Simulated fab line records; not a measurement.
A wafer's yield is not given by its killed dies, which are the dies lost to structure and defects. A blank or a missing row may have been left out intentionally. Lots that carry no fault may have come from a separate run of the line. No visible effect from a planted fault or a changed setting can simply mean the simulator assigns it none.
fab line records -- flow sky130 -- part 2 of 2: steps 27 to 38 of 38
record lots=5, wafers=15, last-day=50
route steps=708 shown FIELD_ISO@2 NWELL@32 DNWELL@35
lots that met no fault: taken from a fault-free run of the same line
start-h: hours from the record's opening day to when the first of the lot's shown wafers began -- wait-h: hours since the lot's step before -- " identical to the entry in the row above -- L1.1+2: several wafers, shown together as one row -- - either no value or no given start -- * or withheld: withheld -- < > ~ a bound
route shown NAME@n: names a module that has steps shown in the file, with the first one's number in the route -- usual: average and standard deviation across the fault-free wafers -- same: alike in all rows -- chamber/n: place in a boat -- sites: each site's reading -- _std_site: standard deviation across them -- _edge_site: outer sites' mean less inner sites' -- radius-mm: for every site, how far away it sits from the centre of the wafer -- mask NAME#n: copy n -- behind: tool/chamber where the wafer was last shaped -- hold: cause of the lot's hold/its duration in hours/its outcome -- device: names the non-switching transistor (n, p or np) -- end of line: the tests these same wafers got at the end of their route -- a step without rows: its recipe alone -- killed: dies that structure and defects cost at the first sort, which is not the same as the wafer's yield -- map: dies across one wafer; x = killed, . = not, _ = none there
set.NAME: the setting as run; set.NAME@STEP: as run at that earlier step -- model.NAME: the simulator's own value behind a step, which no gauge read
lots seen at some steps along the route; tables by step, rows by wafer
services: the hour from which a tool's chamber was out of use, counted from the record's first day as start-h (under 0 if before that day), plus the number of hours and why
## steps
# step SKY_FIELD_ISO_CMP_27
# recipe stop-on=Si3N4, t-overpolish-s=16, down-force-psi=4, platen-rpm=60, target-thk-nm=457.8, pad-velocity-m-s=0.94248
# usual motor-current-A=11.3/1.1, overpolish-run-s=15.998/0.0092, platen-rpm=60.00/0.037, time-to-endpoint-s=112/3.3
# same t-overpolish-s=16
lot.wafer,tool,chamber,start-h,wait-h,motor-current-A,overpolish-run-s,platen-rpm,time-to-endpoint-s
L075.1,cmp-02,1,38.16,0.0,10.0,16.005,60.01,117
L075.4,cmp-02,2,38.16,0.0,11.7,15.973,59.99,116
L075.3,cmp-02,0,38.16,0.0,12.8,15.988,59.96,112
L076.3,cmp-02,2,43.96,0.0,11.0,15.986,60.00,115
L076.2,cmp-02,3,43.96,0.0,13.5,16.004,59.95,111
L076.6,cmp-02,3,43.96,0.0,13.7,16.002,59.94,113
L090.1,cmp-01,3,119.98,0.0,11.2,15.988,60.04,112
L090.2,cmp-01,0,119.98,0.0,11.6,15.975,60.00,110
L090.4,cmp-01,1,119.98,0.0,10.7,16.003,60.03,110
L093.2,cmp-01,0,143.53,8.3,10.9,15.987,60.07,114
L093.3,cmp-01,1,143.53,8.3,10.0,16.004,59.97,112
L093.1,cmp-01,3,143.53,8.3,10.8,16.005,59.98,108
L095.4,cmp-01,0,144.73,4.5,10.6,15.992,60.00,105
L095.2,cmp-01,3,144.73,4.5,10.8,15.996,60.00,109
L095.6,cmp-01,0,144.73,4.5,10.4,15.992,60.05,110
# step SKY_FIELD_ISO_WET_ETCH_28
# recipe chemistry=dHF, target-depth-nm=23.7, target=SiO2, dilution=10:1, temp-c=25, time-s=47
# usual bath-heat-duty-pct=6.2/0.65
lot.wafer,tool,chamber,start-h,wait-h,bath-heat-duty-pct
L075.1,wet-bench-01,1,38.46,0.2,5.8
L075.3,wet-bench-01,1,38.46,0.2,5.0
L075.4,wet-bench-01,1,38.46,0.2,5.6
L076.2,wet-bench-03,2,44.26,0.2,6.8
L076.3,wet-bench-03,2,44.26,0.2,5.9
L076.6,wet-bench-03,2,44.26,0.2,6.5
L090.1,wet-bench-01,3,120.28,0.2,5.5
L090.2,wet-bench-01,3,120.28,0.2,7.0
L090.4,wet-bench-01,3,120.28,0.2,6.9
L093.1,wet-bench-04,0,143.83,0.1,5.7
L093.2,wet-bench-04,0,143.83,0.1,6.0
L093.3,wet-bench-04,0,143.83,0.1,6.4
L095.2,wet-bench-04,0,145.03,0.1,6.6
L095.4,wet-bench-04,0,145.03,0.1,6.8
L095.6,wet-bench-04,0,145.03,0.1,6.7
# step SKY_FIELD_ISO_WET_ETCH_29
# recipe chemistry=H3PO4, target-depth-nm=160, target=Si3N4, temp-c=160, time-s=1825
# usual bath-heat-duty-pct=26.2/1.8
lot.wafer,tool,chamber,start-h,wait-h,bath-heat-duty-pct
L075.1,wet-bench-04,3,38.48,0.0,28.4
L075.3,wet-bench-04,3,38.48,0.0,29.5
L075.4,wet-bench-04,3,38.48,0.0,31.0
L076.2,wet-bench-01,1,44.28,0.0,22.6
L076.3,wet-bench-01,1,44.28,0.0,25.8
L076.6,wet-bench-01,1,44.28,0.0,23.3
L090.1,wet-bench-03,3,120.30,0.0,24.1
L090.2,wet-bench-03,3,120.30,0.0,25.9
L090.4,wet-bench-03,3,120.30,0.0,24.5
L093.1,wet-bench-01,0,143.86,0.0,28.4
L093.2,wet-bench-01,0,143.86,0.0,29.1
L093.3,wet-bench-01,0,143.86,0.0,26.7
L095.2,wet-bench-03,2,145.06,0.0,27.7
L095.4,wet-bench-03,2,145.06,0.0,25.6
L095.6,wet-bench-03,2,145.06,0.0,26.8
# step SKY_FIELD_ISO_WET_ETCH_30
# recipe chemistry=dHF, target-depth-nm=25, target=SiO2, dilution=10:1, temp-c=25, time-s=50
# usual bath-heat-duty-pct=6.3/0.64
lot.wafer,tool,chamber,start-h,wait-h,bath-heat-duty-pct
L075.1,wet-bench-01,3,39.04,0.0,6.2
L075.3,wet-bench-01,3,39.04,0.0,6.0
L075.4,wet-bench-01,3,39.04,0.0,6.3
L076.2,wet-bench-03,2,44.80,0.0,5.9
L076.3,wet-bench-03,2,44.80,0.0,6.2
L076.6,wet-bench-03,2,44.80,0.0,6.2
L090.1,wet-bench-04,2,120.86,0.0,8.0
L090.2,wet-bench-04,2,120.86,0.0,8.7
L090.4,wet-bench-04,2,120.86,0.0,6.7
L093.1,wet-bench-04,3,144.42,0.0,6.6
L093.2,wet-bench-04,3,144.42,0.0,6.5
L093.3,wet-bench-04,3,144.42,0.0,6.3
L095.2,wet-bench-01,2,145.57,0.0,6.9
L095.4,wet-bench-01,2,145.57,0.0,6.5
L095.6,wet-bench-01,2,145.57,0.0,6.2
# step SKY_NWELL_CLEAN_00
# recipe chemistry=SC1/SC2, mix=1:4:20, temp-c=70, time-s=150, dry=n2-spin
# usual bath-heat-duty-pct=13.4/1.1
lot.wafer,tool,chamber,start-h,wait-h,bath-heat-duty-pct
L075.1,wet-bench-03,2,39.07,0.0,13.1
L075.3,wet-bench-03,2,39.07,0.0,14.8
L075.4,wet-bench-03,2,39.07,0.0,14.4
L076.2,wet-bench-04,0,44.82,0.0,12.9
L076.3,wet-bench-04,0,44.82,0.0,12.8
L076.6,wet-bench-04,0,44.82,0.0,13.7
L090.1,wet-bench-01,1,120.89,0.0,12.3
L090.2,wet-bench-01,1,120.89,0.0,13.2
L090.4,wet-bench-01,1,120.89,0.0,12.4
L093.1,wet-bench-04,0,144.44,0.0,14.0
L093.2,wet-bench-04,0,144.44,0.0,13.5
L093.3,wet-bench-04,0,144.44,0.0,12.7
L095.2,wet-bench-03,0,145.60,0.0,12.9
L095.4,wet-bench-03,0,145.60,0.0,12.2
L095.6,wet-bench-03,0,145.60,0.0,11.7
# step SKY_NWELL_OXIDATION_01
# recipe temp-c=892.2, ambient=O2, stabilise-s=600, purge-s=300, target-thk-a=100, ox-time-s=1418
# usual ox-temp-c=892.2/0.4, spike-tc-lower-C=892.7/1
lot.wafer,tool,chamber,start-h,wait-h,ox-temp-c,spike-tc-lower-C
L075.1,furnace-02,0,39.12,0.0,892.5,893.4
L075.3,furnace-02,0,39.12,0.0,892.5,893.1
L075.4,furnace-02,0,39.12,0.0,892.9,891.7
L076.2,furnace-02,0,45.27,0.4,893.2,891.9
L076.3,furnace-02,0,45.27,0.4,892.6,892.6
L076.6,furnace-02,0,45.27,0.4,892.3,893.5
L090.1,furnace-02,0,122.56,1.6,892.2,891.9
L090.2,furnace-02,0,122.56,1.6,892.9,892.5
L090.4,furnace-02,0,122.56,1.6,892.6,890.9
L093.1,furnace-01,0,144.53,0.0,892.1,892.9
L093.2,furnace-01,0,144.53,0.0,892.4,892.8
L093.3,furnace-01,0,144.53,0.0,892.5,892.6
L095.2,furnace-02,0,145.69,0.0,892.2,891.5
L095.4,furnace-02,0,145.69,0.0,891.8,892.5
L095.6,furnace-02,0,145.69,0.0,891.9,892.7
# step SKY_NWELL_THK_MEAS_02
# recipe reads=SiO2_of_NWELL_OXIDATION_01
# usual NWELL_OXIDATION_THK=9.17/0.19
lot.wafer,tool,chamber,start-h,wait-h,NWELL_OXIDATION_THK[nm]
L075.1,film-metro-03,-,40.51,0.0,9.00
L075.3,film-metro-03,-,40.51,0.0,9.16
L075.4,film-metro-03,-,40.51,0.0,9.08
L076.2,film-metro-01,-,46.67,0.0,9.29
L076.3,film-metro-01,-,46.67,0.0,9.12
L076.6,film-metro-01,-,46.67,0.0,9.02
L090.1,film-metro-03,-,123.96,0.0,9.12
L090.2,film-metro-03,-,123.96,0.0,9.32
L090.4,film-metro-03,-,123.96,0.0,9.37
L093.1,film-metro-03,-,145.93,0.0,8.94
L093.2,film-metro-03,-,145.93,0.0,8.89
L093.3,film-metro-03,-,145.93,0.0,8.94
L095.2,film-metro-01,-,147.10,0.0,9.42
L095.4,film-metro-01,-,147.10,0.0,9.30
L095.6,film-metro-01,-,147.10,0.0,9.23
# step SKY_DNWELL_DEHYDRATE_00
# recipe temp-c=200, time-s=60
lot.wafer,tool,chamber,start-h,wait-h
L075.1+3+4,litho-track-03,0,48.05,7.5
L076.2+3+6,litho-track-04,0,53.77,7.1
L090.1+2+4,litho-track-03,0,132.45,8.5
L093.1+2+3,litho-track-02,0,154.59,8.7
L095.2+4+6,litho-track-04,0,156.72,9.6
# step SKY_DNWELL_HMDS_01
# recipe prime-time-s=60, prime-temp-c=120
lot.wafer,tool,chamber,start-h,wait-h
L075.1+3+4,litho-track-03,0,48.20,0.1
L076.2+3+6,litho-track-04,0,53.92,0.1
L090.1+2+4,litho-track-03,0,132.60,0.1
L093.1+2+3,litho-track-02,0,154.74,0.1
L095.2+4+6,litho-track-04,0,156.87,0.1
# step SKY_DNWELL_COAT_02
# recipe spin-rpm=2000, resist-thk-nm=3000
lot.wafer,tool,chamber,start-h,wait-h
L075.1+3+4,litho-track-03,0,48.35,0.1
L076.2+3+6,litho-track-04,0,54.07,0.1
L090.1+2+4,litho-track-03,0,132.75,0.1
L093.1+2+3,litho-track-02,0,154.89,0.1
L095.2+4+6,litho-track-04,0,157.02,0.1
# step SKY_DNWELL_SOFTBAKE_03
# recipe temp-c=110, time-s=withheld
lot.wafer,tool,chamber,start-h,wait-h
L075.1+3+4,litho-track-03,0,48.50,0.1
L076.2+3+6,litho-track-04,0,54.23,0.1
L090.1+2+4,litho-track-03,0,132.90,0.1
L093.1+2+3,litho-track-02,0,155.04,0.1
L095.2+4+6,litho-track-04,0,157.18,0.1
# step SKY_DNWELL_EXPOSE_04
# recipe mask-id=DNM, na=0.57, target-cd-nm=3000, dose-mj=222
# usual focus-offset-nm=-0.1/0.52
# same na=0.57
lot.wafer,tool,chamber,start-h,wait-h,mask,focus-offset-nm
L075.1,iline-stepper-02,0,-,-,DNM#0,-0.2
L075.3,iline-stepper-02,0,-,-,DNM#0,-0.2
L075.4,iline-stepper-02,0,-,-,DNM#0,-0.4
L076.2,iline-stepper-02,0,-,-,DNM#0,-0.9
L076.3,iline-stepper-02,0,-,-,DNM#0,-0.4
L076.6,iline-stepper-02,0,-,-,DNM#0,-0.7
L090.1,iline-stepper-01,0,-,-,DNM#0,-0.1
L090.2,iline-stepper-01,0,-,-,DNM#0,-0.8
L090.4,iline-stepper-01,0,-,-,DNM#0,-0.3
L093.1,iline-stepper-02,0,-,-,DNM#0,-0.7
L093.2,iline-stepper-02,0,-,-,DNM#0,-1.3
L093.3,iline-stepper-02,0,-,-,DNM#0,-0.3
L095.2,iline-stepper-02,0,-,-,DNM#0,0.1
L095.4,iline-stepper-02,0,-,-,DNM#0,0.4
L095.6,iline-stepper-02,0,-,-,DNM#0,-0.1
## services
tool,chamber,start-h,hours,kind
rie-diel-02,-,12.91,10.0,pm
wet-bench-04,-,14.34,2.2,repair
cmp-01,-,14.93,23.5,repair
rie-diel-02,-,23.35,2.8,pm
cmp-01,-,32.69,0.5,repair
rie-si-01,-,39.80,4.3,pm
rie-diel-03,0,40.04,3.3,repair
cmp-01,-,42.63,0.4,repair
cmp-01,-,52.03,2.3,repair
krf-scanner-02,-,53.59,1.0,pm
hdpcvd-01,2,59.32,27.9,repair
furnace-02,-,82.31,6.6,pm
rie-diel-03,0,90.94,13.1,repair
krf-scanner-02,-,94.71,0.2,repair
rie-diel-03,-,102.40,0.7,repair
furnace-01,-,104.40,3.2,pm
furnace-02,-,108.03,3.1,pm
furnace-02,-,114.78,3.7,pm
wet-bench-04,-,114.96,1.1,repair
krf-scanner-02,-,117.49,0.8,pm
rie-diel-03,2,119.24,10.4,repair
krf-scanner-02,-,124.50,1.3,pm
rie-diel-02,0,126.09,4.4,repair
iline-stepper-02,-,131.52,1.7,pm
